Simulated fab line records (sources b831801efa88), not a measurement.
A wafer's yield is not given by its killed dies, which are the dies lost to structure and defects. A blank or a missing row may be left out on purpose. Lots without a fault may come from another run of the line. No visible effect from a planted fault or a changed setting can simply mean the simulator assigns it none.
Comparing a struck lot with a sound one :: flow gf180mcu :: 17 steps out of a route of 602
Sound: these wafers, L969.1, L969.3, L969.5. The struck wafers were L976.2, L976.3, L976.5. The cause comes at the end.
At each step with rows: each side's tool, then ch and its chambers, then its first start. Under that, the readings that differ: sound wafers :: struck wafers :: difference of the means :: sigmas: that difference in standard deviations of wafers without a fault.
alike: readings whose means differ by less than 2 such deviations, and words and numbers that are the same on both sides. not compared: withheld readings, readings that some wafer has no value for, bounds like >300 that may hide the same value, and numbers for which the record gives no deviation and whose values overlap.
A row with sigmas, a row that says differs or no value, or rows on one side alone: a step with any of these is where the two part. When numbers do not overlap yet have no deviation, they are printed without sigmas and do not part them. Lack of a reading on every wafer of one side parts them only where that side has two or more wafers.

first, 2 steps without rows for these wafers: GF_NSD_PEB_05; GF_NSD_DEVELOP_06 (develop time 60 s).
GF_NSD_CD_MEAS_07: target cd 400 nm.
  struck on cd_sem-02, day 15 21:25; sound on cd_sem-01, day 13 08:13
  alike: cd_nm
GF_NSD_OVL_MEAS_08:
  struck on overlay-02, day 15 21:31; sound on overlay-01, day 13 08:20
  alike: NSD_OVL
then, 2 steps without rows for these wafers: GF_NSD_IMPLANT_09; GF_NSD_IMPLANT_10.
GF_NSD_STRIP_11: strips in O2/N2.
  sound on plasma_asher-04 ch 0,1, day 13 08:41; struck on plasma_asher-04 ch 0,1, day 15 21:51
  alike: drypump_motor_current_A, heater_power_w, oes_product_au, strip_time_to_endpoint_s
  not compared: rf_hours_counter_h
GF_NSD_TW_MEAS_12:
  struck on film_metro-01, day 15 21:58; sound on film_metro-02, day 13 08:47
  alike: NSD_TW
then, 4 steps without rows for these wafers: GF_PSD_DEHYDRATE_00 (time 60 s); GF_PSD_HMDS_01 (prime time 60 s); GF_PSD_COAT_02 (resist thk 1000 nm); GF_PSD_SOFTBAKE_03 (time 60 s).
GF_PSD_EXPOSE_04: exposes mask Pplus, target cd 400 nm.
  sound on iline_stepper-02 ch 0, day 13 19:02; struck on iline_stepper-02 ch 0, day 16 08:50
reading: exposure_dose_mJ_cm2
sound: 140.21 140.12 140.09
struck: 129.79 129.82 129.87
difference: -10.31
sigmas: -69
  alike: mask, stage_vel_mm_s
then, 2 steps without rows for these wafers: GF_PSD_PEB_05; GF_PSD_DEVELOP_06 (develop time 60 s).
GF_PSD_CD_MEAS_07: target cd 400 nm.
  struck on cd_sem-01, day 16 20:01; sound on cd_sem-02, day 14 04:58
reading: cd_nm (nm)
sound: 399.7 402.0 400.3
struck: 376.7 374.9 373.4
difference: -25.7
sigmas: -11
  not compared: hold
GF_PSD_OVL_MEAS_08:
  struck on overlay-01, day 16 21:13; sound on overlay-02, day 14 05:05
reading: hold
sound: - - -
struck: await_dispo/1.1h/release await_dispo/1.1h/release await_dispo/1.1h/release
difference: no value on the sound wafers
sigmas: 
  alike: PSD_OVL

## WHERE THEY PART
Last at GF_PSD_OVL_MEAS_08 as far as this record goes, first at GF_PSD_EXPOSE_04.

WHY: what the simulator had put in
Process parameters drifting: iline_stepper-02 at GF_PSD_EXPOSE_04, beginning at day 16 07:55. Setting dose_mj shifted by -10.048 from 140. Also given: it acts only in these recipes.
